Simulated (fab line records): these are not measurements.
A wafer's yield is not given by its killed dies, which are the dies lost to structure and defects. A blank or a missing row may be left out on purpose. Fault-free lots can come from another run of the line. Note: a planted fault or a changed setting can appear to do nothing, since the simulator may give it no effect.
fab line records	flow sky130
[record] lots = 11	wafers = 33	lastDay = 50
route steps=708 shown VIA2@531 VIA3@594 METAL5@677 PAD_OPEN@708
lots with no fault: from the same line, run without faults
startH: the number of hours between the record's first day and the start of the first shown wafer of the lot	waitH: hours from the lot's prior step to this one	" the same as in the row above	L1.1+2: a row that stands for several wafers	- either no value or no given start	* or withheld: withheld	< > ~ a bound
route shown NAME@n: names a module that has steps shown in the file, with the first one's number in the route	usual: mean and standard deviation over wafers with no fault	same: alike in all rows	chamber/n: place in a boat	sites: the reading at each site	_std_site: standard deviation of those values	_edge_site: mean of outer sites minus mean of inner sites	radiusMm: for every site, how far away it sits from the centre of the wafer	mask NAME#n: copy n	behind: the most recent tool/chamber to have shaped the wafer	hold: cause of the lot's hold/its duration in hours/its outcome	device: the n, p or np transistor that did not switch	end of line: tests run on the same wafers once the route is complete	for a step that has no rows: nothing shown but its recipe	killed: dies lost to structure and defects at the first sort, not the wafer's yield	map: shows each die of a wafer: x if killed, . if not, _ if none is there
set.NAME: setting as actually run; set.NAME@STEP: the setting as run at that earlier step	model.NAME: the simulator's own value behind a step, which no gauge read
one table for each step of the route and one row for each wafer, over a sample of lots
services: a tool's chamber out of use, with start hour (startH, from the record's first day; less than 0 if before it), hours out, and reason
[[steps]]
[step SKY_VIA2_CMP_24]
[recipe] stopOn = SiO2	tOverpolishS = 20	downForcePsi = 3.5	platenRpm = 60	targetThkNm = 0	padVelocityMS = 0.94248
[usual] motorCurrentA = 11.4/1	overpolishRunS = 20.001/0.009	timeToEndpointS = 102.3/3
lot.wafer	tool	chamber	startH	waitH	motorCurrentA	overpolishRunS	timeToEndpointS
L247.3	cmp-02	2	838.42	0.1	11.4	20.014	105.5
L247.1	"	0	"	"	12.7	20.010	102.5
L247.5	"	1	"	"	10.3	20.014	107.2
L248.3	cmp-02	1	867.22	0.0	10.3	20.000	100.3
L248.4	"	0	"	"	13.3	19.989	96.3
L248.5	"	2	"	"	11.4	20.002	98.3
L250.1	cmp-02	2	890.52	0.1	10.8	19.990	103.7
L250.3	"	3	"	"	9.9	19.995	100.3
L250.5	"	3	"	"	10.0	20.009	102.2
L252.1	cmp-01	3	907.12	0.1	11.5	19.987	103.6
L252.3	"	0	"	"	10.6	20.002	102.3
L252.5	"	0	"	"	10.8	19.993	105.9
L254.4	cmp-01	3	909.02	0.0	11.5	19.988	105.3
L254.1	"	0	"	"	10.8	20.011	105.4
L254.6	"	3	"	"	12.5	20.003	106.6
L257.2	cmp-01	3	929.77	0.3	12.2	20.001	97.6
L257.1	"	0	"	"	10.5	20.016	100.4
L257.3	"	1	"	"	12.3	19.999	99.6
L258.2	cmp-01	3	931.25	0.1	11.9	19.995	103.7
L258.1	"	0	"	"	10.6	19.990	101.1
L258.6	"	1	"	"	12.2	19.999	99.3
L265.3	cmp-02	3	991.17	0.1	10.0	20.011	104.3
L265.4	"	1	"	"	9.8	20.011	104.4
L265.6	"	3	"	"	9.6	20.001	100.9
L266.4	cmp-01	1	996.76	0.0	13.2	20.008	103.3
L266.2	"	3	"	"	12.2	20.010	110.9
L266.5	"	2	"	"	11.6	20.023	107.0
L267.1	cmp-01	2	1005.56	0.1	11.2	20.015	99.7
L267.4	"	3	"	"	11.8	20.007	99.7
L267.6	"	2	"	"	11.7	20.007	99.8
L270.2	cmp-01	2	1016.27	0.0	12.2	19.983	102.4
L270.3	"	1	"	"	13.4	19.998	100.1
L270.5	"	2	"	"	12.3	20.011	100.0
[step SKY_VIA3_CVD_21]
[recipe] material = W	targetThkNm = 390	timeS = 117.31	tempC = 400	pressureTorr = 40
[usual] heaterPowerW = 875/100	susceptorTempC = 400.00/0.21
lot.wafer	tool	chamber	startH	waitH	heaterPowerW	susceptorTempC
L247.1	cvdW-01	1	918.70	0.0	833	400.01
L247.3	"	0	"	"	831	399.52
L247.5	"	0	"	"	831	399.88
L248.3	cvdW-02	0	945.38	0.1	1030	400.34
L248.4	"	1	"	"	789	400.08
L248.5	"	1	"	"	803	399.76
L250.1	cvdW-02	0	966.35	0.0	1069	400.04
L250.3	"	0	"	"	1076	399.84
L250.5	"	0	"	"	1021	400.00
L252.1	cvdW-02	0	983.80	0.0	1037	400.08
L252.3	"	1	"	"	794	400.15
L252.5	"	1	"	"	800	400.38
L254.1	cvdW-01	1	985.37	0.0	817	399.88
L254.4	"	0	"	"	855	399.98
L254.6	"	1	"	"	811	399.97
L257.1	cvdW-01	0	1004.31	0.0	850	400.14
L257.2	"	1	"	"	807	400.22
L257.3	"	1	"	"	800	400.15
L258.1	cvdW-02	0	1008.01	0.0	1050	400.16
L258.2	"	1	"	"	782	399.78
L258.6	"	1	"	"	796	399.78
L265.3	cvdW-02	1	1061.42	0.1	778	399.61
L265.4	"	0	"	"	1037	399.77
L265.6	"	0	"	"	1055	400.00
L266.2	cvdW-01	0	1065.85	0.0	847	400.13
L266.4	"	0	"	"	852	399.97
L266.5	"	0	"	"	853	400.02
L267.1	cvdW-02	1	1073.01	0.0	807	399.87
L267.4	"	0	"	"	1066	400.31
L267.6	"	0	"	"	1035	400.25
L270.2	cvdW-01	1	1084.49	0.0	814	400.07
L270.3	"	1	"	"	824	400.08
L270.5	"	0	"	"	810	399.87
[step SKY_VIA3_CMP_24]
[recipe] stopOn = SiO2	tOverpolishS = 20	downForcePsi = 3.5	platenRpm = 60	targetThkNm = 0	padVelocityMS = 0.94248
[usual] motorCurrentA = 11.5/0.94	overpolishRunS = 20.001/0.0095	timeToEndpointS = 97.0/2.9
lot.wafer	tool	chamber	startH	waitH	motorCurrentA	overpolishRunS	timeToEndpointS
L247.1	cmp-01	0	919.00	0.1	10.7	20.000	97.8
L247.3	"	1	"	"	11.7	20.000	96.8
L247.5	"	0	"	"	10.6	19.993	100.0
L248.4	cmp-02	1	945.64	0.0	10.0	20.009	92.6
L248.3	"	0	"	"	12.5	20.017	89.1
L248.5	"	1	"	"	10.3	20.006	92.8
L250.3	cmp-01	1	966.78	0.0	12.4	20.013	90.1
L250.1	"	0	"	"	10.8	19.996	93.2
L250.5	"	1	"	"	13.2	20.026	91.5
L252.3	cmp-02	3	984.10	0.0	10.1	20.017	93.1
L252.1	"	2	"	"	11.5	20.020	96.3
L252.5	"	3	"	"	10.2	19.998	95.1
L254.1	cmp-01	0	985.72	0.1	10.4	20.006	98.0
L254.4	"	1	"	"	12.6	20.013	97.1
L254.6	"	0	"	"	10.6	19.999	99.2
L257.3	cmp-01	1	1004.61	0.0	11.9	20.008	96.2
L257.2	"	3	"	"	12.2	19.997	96.4
L257.1	"	0	"	"	10.5	19.995	98.2
L258.2	cmp-01	3	1008.32	0.0	12.0	19.979	97.5
L258.1	"	0	"	"	11.1	19.993	96.5
L258.6	"	0	"	"	10.3	20.016	98.7
L265.3	cmp-01	2	1061.68	0.0	11.8	19.998	97.2
L265.4	"	1	"	"	12.2	20.015	98.0
L265.6	"	2	"	"	12.1	20.008	100.0
L266.4	cmp-01	3	1066.15	0.0	12.0	20.007	95.6
L266.2	"	2	"	"	11.9	19.996	97.0
L266.5	"	3	"	"	11.9	20.009	97.6
L267.4	cmp-01	0	1073.36	0.1	10.9	20.014	99.5
L267.1	"	1	"	"	12.6	20.000	98.6
L267.6	"	3	"	"	11.5	20.009	100.9
L270.3	cmp-02	3	1084.79	0.0	9.3	19.979	90.2
L270.2	"	2	"	"	11.6	20.005	94.1
L270.5	"	0	"	"	12.9	19.992	93.7
[step SKY_METAL5_STRIP_16]
[recipe] chemistry = O2/N2	powerW = 1400	pressureMtorr = 1500	platenTempC = withheld	o2FlowSccm = 3000	n2FlowSccm = 300	overashFraction = 0.5
[usual] drypumpMotorCurrentA = 5.6/0.43	oesProductAu = 0.711/0.0046	stripTimeToEndpointS = 12.98/0.11
lot.wafer	tool	chamber	startH	waitH	drypumpMotorCurrentA	oesProductAu	rfHoursCounterH	stripTimeToEndpointS
L247.1	plasmaAsher-01	1	1016.56	0.2	5.8	0.708	59	13.17
L247.3	"	1	"	"	5.8	0.711	-	13.19
L247.5	"	0	"	"	5.6	0.716	-	13.22
L248.3	plasmaAsher-01	0	1041.49	0.1	5.6	0.707	-	12.80
L248.4	"	1	"	"	5.9	0.727	-	12.91
L248.5	"	1	"	"	5.8	0.723	-	12.92
L250.1	plasmaAsher-02	0	1060.54	0.4	5.1	0.717	32	13.02
L250.3	"	0	"	"	5.1	0.709	-	13.00
L250.5	"	1	"	"	5.9	0.709	-	13.14
L252.1	plasmaAsher-02	1	1076.91	0.2	5.8	0.715	34	12.85
L252.3	"	0	"	"	5.1	0.707	-	12.88
L252.5	"	1	"	"	5.9	0.714	-	12.97
L254.1	plasmaAsher-01	0	1077.24	0.4	5.6	0.707	66	13.20
L254.4	"	0	"	"	5.6	0.712	-	13.19
L254.6	"	0	"	"	5.6	0.711	-	13.17
L257.1	plasmaAsher-02	1	1095.72	0.2	5.9	0.712	36	12.97
L257.2	"	0	"	"	5.2	0.707	36	12.84
L257.3	"	0	"	"	5.2	0.705	-	13.03
L258.1	plasmaAsher-01	0	1099.06	0.2	5.6	0.718	68	13.13
L258.2	"	1	"	"	5.9	0.717	68	12.91
L258.6	"	1	"	"	5.9	0.714	-	13.05
L265.3	plasmaAsher-01	0	1146.89	0.1	5.6	0.712	-	13.00
L265.4	"	1	"	"	5.8	0.713	-	12.79
L265.6	"	0	"	"	5.6	0.704	-	12.88
L266.2	plasmaAsher-01	0	1151.76	0.2	5.6	0.713	73	13.04
L266.4	"	0	"	"	5.6	0.705	-	12.96
L266.5	"	1	"	"	5.8	0.703	-	12.95
L267.1	plasmaAsher-01	1	1156.76	0.2	5.9	0.706	73	13.08
L267.4	"	1	"	"	5.9	0.710	-	13.13
L267.6	"	0	"	"	5.6	0.710	-	12.97
L270.2	plasmaAsher-04	0	1166.01	0.2	6.4	0.721	98	13.15
L270.3	"	0	"	"	6.3	0.704	-	12.86
L270.5	"	1	"	"	4.8	0.715	-	13.11
[step SKY_PAD_OPEN_PROBE_99]
[usual] defectLimitedYield = 82.3/2.1	killed_at_M0_to_M3 = 43/7.4	killed_at_M4_up = 3.1/1.8	killedAtContacts = 26/5.6	killedAtFrontEnd = 15/4.9	killedAtOther = 0.2/0.44	killedDies = 87/10	killedOnRim = 17/3.7	killedOpen = 48/7.6	killedShort = 39/6.2	sort_bin_3_pad_short = 0.9/0.43	sort_bin_5_function = 10.5/1.5	sort_bin_6_memory = 6.3/1.2	sortNPass = 405/10	sortYieldPct = 82.3/2.1
[same] grossDies = 492	killedAtBackSide = 0	sort_bin_4_leakage[%] = 0	sort_bin_8_speed[%] = 0
lot.wafer	tool	chamber	startH	waitH	defectLimitedYield[%]	killed_at_M0_to_M3	killed_at_M4_up	killedAtContacts	killedAtFrontEnd	killedAtOther	killedDies	killedOnRim	killedOpen	killedShort	sort_bin_3_pad_short[%]	sort_bin_5_function[%]	sort_bin_6_memory[%]	sortNPass	sortYieldPct[%]
L247.1	prober-01	-	1063.81	0.1	79.7	41	5	34	20	0	100	20	59	41	0.8	12.4	7.1	392	79.7
L247.3	prober-01	-	1063.91	0.2	79.7	47	5	25	23	0	100	16	58	42	1.2	12.6	6.5	392	79.7
L247.5	prober-01	-	1064.01	0.2	80.5	42	2	35	16	1	96	19	53	43	1.4	13.0	5.1	396	80.5
L250.1	prober-01	-	1104.82	0.1	80.7	54	4	22	13	2	95	23	46	48	1.2	9.6	8.5	397	80.7
L250.3	prober-01	-	1104.92	0.2	81.9	37	4	26	22	0	89	15	52	37	1.4	10.8	5.9	403	81.9
L250.5	prober-01	-	1105.02	0.2	80.9	57	2	17	18	0	94	16	41	53	0.4	12.6	6.1	398	80.9
L252.1	prober-01	-	1121.85	0.1	80.9	30	2	30	32	0	94	20	57	35	0.2	11.6	7.3	398	80.9
L252.3	prober-01	-	1121.95	0.2	81.9	40	3	19	27	0	89	16	46	41	1.4	11.4	5.3	403	81.9
L252.5	prober-01	-	1122.05	0.2	84.1	30	1	31	15	1	78	17	42	35	0.6	9.1	6.1	414	84.1
L254.1	prober-02	-	1122.56	0.1	81.9	32	6	31	20	0	89	20	46	43	1.2	8.9	7.9	403	81.9
L254.4	prober-02	-	1122.71	0.2	85.2	30	2	23	17	1	73	10	35	37	1.0	10.0	3.9	419	85.2
L254.6	prober-02	-	1122.81	0.2	82.7	48	3	15	19	0	85	20	43	42	0.6	11.0	5.7	407	82.7
L257.1	prober-01	-	1139.16	0.1	56.1	184	6	15	11	0	216	44	34	32	2.4	25.8	15.7	276	56.1
L257.2	prober-01	-	1139.21	0.1	83.5	43	2	19	16	1	81	22	32	47	0.8	11.0	4.7	411	83.5
L257.3	prober-01	-	1139.26	0.2	83.9	40	0	24	15	0	79	16	39	39	1.0	9.8	5.3	413	83.9
L258.1	prober-02	-	1141.47	0.1	52.2	204	1	21	9	0	235	47	46	26	2.0	32.1	13.6	257	52.2
L258.2	prober-02	-	1141.52	0.1	80.3	45	3	37	12	0	97	14	58	38	1.0	13.0	5.7	395	80.3
L258.6	prober-02	-	1141.72	0.2	79.7	57	2	26	15	0	100	17	62	36	1.0	10.4	8.9	392	79.7
// killed by level:class
L247.1 CONTACT:geometricParticle:open=24 VIA1:geometricParticle:short=7 POLY_GATE:geometricParticle:short=6 VIA2:geometricParticle:open=6 METAL2:geometricParticle:short=6 VIA3:geometricParticle:open=4 SPACER:geometricParticle:open=4 CONTACT:geometricParticle:short=4
L247.3 VIA1:geometricParticle:open=11 CONTACT:geometricParticle:open=10 VIA3:geometricParticle:open=9 LI_CONTACT:geometricParticle:open=7 FIELD_ISO:geometricParticle:short=6 FIELD_ISO:geometricParticle:open=6 VIA2:geometricParticle:open=6 CONTACT:geometricParticle:short=5
L247.5 CONTACT:geometricParticle:open=15 VIA1:geometricParticle:open=12 LOCAL_INTERCONNECT:geometricParticle:short=7 FIELD_ISO:geometricParticle:short=5 CONTACT:geometricParticle:short=5 VIA3:geometricParticle:open=5 LI_CONTACT:geometricParticle:short=4 VIA1:geometricParticle:short=4
L250.1 VIA1:geometricParticle:open=10 CONTACT:geometricParticle:open=9 METAL2:geometricParticle:short=8 VIA2:geometricParticle:short=6 LI_CONTACT:geometricParticle:open=5 VIA2:geometricParticle:open=5 METAL1:geometricParticle:short=5 VIA3:geometricParticle:short=5
L250.3 CONTACT:geometricParticle:open=15 VIA1:geometricParticle:open=9 FIELD_ISO:geometricParticle:short=8 FIELD_ISO:geometricParticle:open=6 VIA3:geometricParticle:open=6 VIA2:geometricParticle:open=5 METAL2:geometricParticle:short=5 LI_CONTACT:geometricParticle:open=4
L250.5 VIA1:geometricParticle:open=13 VIA1:geometricParticle:short=9 CONTACT:geometricParticle:open=8 METAL3:geometricParticle:short=7 CONTACT:geometricParticle:short=6 METAL1:geometricParticle:short=6 POLY_GATE:geometricParticle:short=5 VIA3:geometricParticle:open=5
L252.1 CONTACT:geometricParticle:open=14 FIELD_ISO:geometricParticle:open=10 VIA2:geometricParticle:open=8 LOCAL_INTERCONNECT:geometricParticle:short=7 POLY_GATE:geometricParticle:open=5 VIA3:geometricParticle:open=5 FIELD_ISO:geometricParticle:short=4 POLY_GATE:geometricParticle:short=4
L252.3 VIA2:geometricParticle:open=8 FIELD_ISO:geometricParticle:open=6 LI_CONTACT:geometricParticle:open=6 VIA1:geometricParticle:open=6 METAL2:geometricParticle:short=6 FIELD_ISO:geometricParticle:short=5 POLY_GATE:geometricParticle:open=5 CONTACT:geometricParticle:open=5
L252.5 CONTACT:geometricParticle:open=12 LI_CONTACT:geometricParticle:open=11 FIELD_ISO:geometricParticle:short=9 VIA2:geometricParticle:open=7 CONTACT:geometricParticle:short=5 METAL2:geometricParticle:short=5 VIA2:geometricParticle:short=3 VIA1:geometricParticle:open=3
L254.1 CONTACT:geometricParticle:open=12 POLY_GATE:geometricParticle:short=7 LI_CONTACT:geometricParticle:open=7 VIA1:geometricParticle:open=7 FIELD_ISO:geometricParticle:short=5 LOCAL_INTERCONNECT:geometricParticle:short=5 VIA2:geometricParticle:open=5 METAL4:geometricParticle:short=5
L254.4 LI_CONTACT:geometricParticle:open=8 VIA1:geometricParticle:short=7 VIA1:geometricParticle:open=7 VIA3:geometricParticle:open=7 LOCAL_INTERCONNECT:geometricParticle:short=5 CONTACT:geometricParticle:short=5 FIELD_ISO:geometricParticle:short=4 CONTACT:geometricParticle:open=4
L254.6 VIA1:geometricParticle:open=10 VIA2:geometricParticle:open=9 VIA3:geometricParticle:open=8 FIELD_ISO:geometricParticle:short=7 VIA1:geometricParticle:short=7 CONTACT:geometricParticle:open=7 LOCAL_INTERCONNECT:geometricParticle:short=4 VIA3:geometricParticle:short=4
L257.1 VIA2:unspecified=150 LI_CONTACT:geometricParticle:open=7 VIA1:geometricParticle:short=6 POLY_GATE:geometricParticle:open=5 METAL1:geometricParticle:short=5 METAL4:geometricParticle:short=5 FIELD_ISO:geometricParticle:open=4 CONTACT:geometricParticle:open=4
L257.2 METAL1:geometricParticle:short=10 VIA1:geometricParticle:open=7 LOCAL_INTERCONNECT:geometricParticle:short=6 POLY_GATE:geometricParticle:short=5 LI_CONTACT:geometricParticle:open=5 METAL2:geometricParticle:short=5 FIELD_ISO:geometricParticle:short=4 CONTACT:geometricParticle:open=4
L257.3 VIA3:geometricParticle:open=9 LI_CONTACT:geometricParticle:open=9 METAL2:geometricParticle:short=7 FIELD_ISO:geometricParticle:short=6 VIA2:geometricParticle:open=6 CONTACT:geometricParticle:short=4 CONTACT:geometricParticle:open=4 METAL1:geometricParticle:short=4
L258.1 VIA2:unspecified=162 VIA1:geometricParticle:open=14 LI_CONTACT:geometricParticle:open=13 VIA3:geometricParticle:open=6 VIA2:geometricParticle:short=5 METAL2:geometricParticle:short=4 POLY_GATE:geometricParticle:open=3 VIA2:geometricParticle:open=3
L258.2 CONTACT:geometricParticle:open=13 VIA1:geometricParticle:open=11 LI_CONTACT:geometricParticle:open=8 VIA3:geometricParticle:open=8 LOCAL_INTERCONNECT:geometricParticle:short=6 VIA2:geometricParticle:open=6 CONTACT:geometricParticle:short=6 POLY_GATE:geometricParticle:short=5
L258.6 VIA1:geometricParticle:open=14 CONTACT:geometricParticle:open=10 VIA3:geometricParticle:open=9 VIA2:geometricParticle:open=8 FIELD_ISO:geometricParticle:open=5 LI_CONTACT:geometricParticle:open=5 METAL1:geometricParticle:short=5 METAL2:geometricParticle:short=5
[[services]]
tool	chamber	startH	hours	kind
plasmaAsher-01	-	823.24	0.4	repair
cmp-01	-	834.00	6.8	repair
cvdW-02	-	847.07	0.7	repair
plasmaAsher-01	-	859.17	1.4	repair
cmp-02	-	908.08	1.3	repair
cmp-02	-	912.09	4.0	pm
cmp-01	-	921.28	2.9	repair
cmp-02	-	930.59	5.5	pm
cmp-02	-	940.08	0.4	repair
cmp-01	-	943.30	7.2	pm
plasmaAsher-01	-	944.19	2.3	repair
plasmaAsher-01	-	956.77	0.6	repair
cmp-02	-	958.95	0.6	repair
cvdW-02	1	964.27	5.6	repair
cmp-02	-	972.51	2.8	repair
cmp-01	-	977.89	4.7	pm
cmp-02	-	1002.71	3.6	repair
cmp-01	-	1020.51	2.0	repair
cmp-02	-	1033.63	2.0	repair
cmp-02	-	1052.80	0.4	repair
cmp-01	-	1084.16	4.0	pm
cmp-02	-	1101.98	5.9	repair
plasmaAsher-01	-	1103.52	0.8	repair
cmp-02	-	1123.96	5.0	pm
[[key]]
[firstSign] step = SKY_PAD_OPEN_PROBE_99	reading = killed_at_M0_to_M3	direction = up	sigmas = 20	usual = 43	struck = 194
[effect] step = SKY_PAD_OPEN_PROBE_99	reading = defectLimitedYield	direction = down	sigmas = 13	usual = 82.3	struck = 54.2
metAt SKY_VIA2_CMP_24
struckLots L257,L258
struckWafers L257.1,L258.1
notActingAt SKY_VIA3_CVD_21,SKY_VIA3_CMP_24,SKY_METAL5_STRIP_16
onsetBetween 909.02 929.77
[fault] kind = chamberParticleSource	tool = cmp-01	chamber = 0	onsetH = 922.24	steps = SKY_VIA2_CMP_24	ratePerVisitCm2 = 0.78176	endH = 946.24
